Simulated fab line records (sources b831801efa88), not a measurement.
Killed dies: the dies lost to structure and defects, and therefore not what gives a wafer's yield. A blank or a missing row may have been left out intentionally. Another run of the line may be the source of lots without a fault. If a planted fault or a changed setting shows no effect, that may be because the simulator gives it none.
8D (eight disciplines) problem report, filled in by code    flow gf180mcu    the parts of the form that need people (team, actions taken, sign-off) are left out

## 1. THE PROBLEM
Mean PSD_RS at GF_PSD_RS_MEAS_15: 113.54 ohm/sq over 9 wafers in 3 lots; fault-free wafers: 108.62 ohm/sq, standard deviation 0.28. That is +18 standard deviations from the usual mean.
The step: measures by four-point-probe.
The first sign was on wafer L143.3 at day 16 14:26, on film-metro-01. Wafers with a number at this step in the record: 33, from 11 lots. Rule for "out" (also "out of limits"): further than 4 standard deviations from the usual mean. Any other wafer with a number is counted as sound.

## 2. WHAT THIS IS AND IS NOT
question                     is                                           is not
which readings at this step  PSD_RS                                       -
which lots                   L143, L144, L145                             L136, L137, L140, L148, L153, L154, L156, L159
which wafers of those lots   all that have a number                       -
read on which gauges         film-metro-01, film-metro-02, film-metro-03  -
when                         from day 16 14:26                            up to then (9 sound wafers); but 15 sound wafers of L148, L153, L154, L156, L159 came after

## 3. THE SUSPECTS, EACH WITH WHAT RULES IT OUT
Counting: a tool stays on the suspect list if, at a process step up to the reading, it processed all lots that are out and no sound lot following the first of them.
- the gauge at GF_PSD_RS_MEAS_15 is ruled out. Those wafers that are out were read across 3 gauges (film-metro-01, film-metro-02, film-metro-03).
- implanter-03 at GF_PSD_IMPLANT_09: ruled out as a lasting fault. After its first lot that is out, L143 (day 16 13:53), sound lots L153, L154, L156, L159 ran on it.
Left after counting: nothing in the record.

## 4. THE CAUSE (what the simulator had put in)
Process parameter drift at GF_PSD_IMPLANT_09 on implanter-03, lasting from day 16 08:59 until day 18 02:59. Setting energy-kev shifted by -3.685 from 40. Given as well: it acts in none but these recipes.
Counting ruled it out, wrongly: the rule takes a fault to strike every lot that its tool runs from its start on, and this one did not.

## 5. THE EFFECT CHAIN, in route order
Each row: a reading where the mean over the struck wafers with a number is more than 3 standard deviations away from the usual. Readings are gone through only where the record gives a usual standard deviation; hours: the median, over the lots, of the time from a lot's start at the first step in this table giving one to that lot's start at this step; sigmas: the change measured in usual standard deviations.
hours  step               reading                   usual          on struck wafers  change  sigmas
0      GF_PSD_IMPLANT_09  beam-energy-keV           39.996         36.314            -3.682  -99 or more
0      GF_PSD_STRIP_10    strip-time-to-endpoint-s  16.54 s        16.19             -0.35   -11
1      GF_PSD_RS_MEAS_15  PSD_RS                    108.62 ohm/sq  113.54            +4.92   +18
Here are the process steps it includes:
- GF_PSD_IMPLANT_09
- GF_PSD_STRIP_10: strips in O2/N2.
Later measuring or inspecting steps at which every struck wafer that the step has a row for has a number for every such reading, and none has moved that far: GF_PASSIVATION_THK_MEAS_03.

## 6. WHAT WOULD HAVE CAUGHT IT SOONER
In this record the first reading out of limits at a measuring or inspecting step was taken at day 16 14:26, 5 hours after the fault began at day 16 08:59.
At GF_PSD_IMPLANT_09, the tool's own readings (beam-energy-keV) were out on each struck wafer the step has a row for, so an alarm limit on them would have fired on the first such wafer.
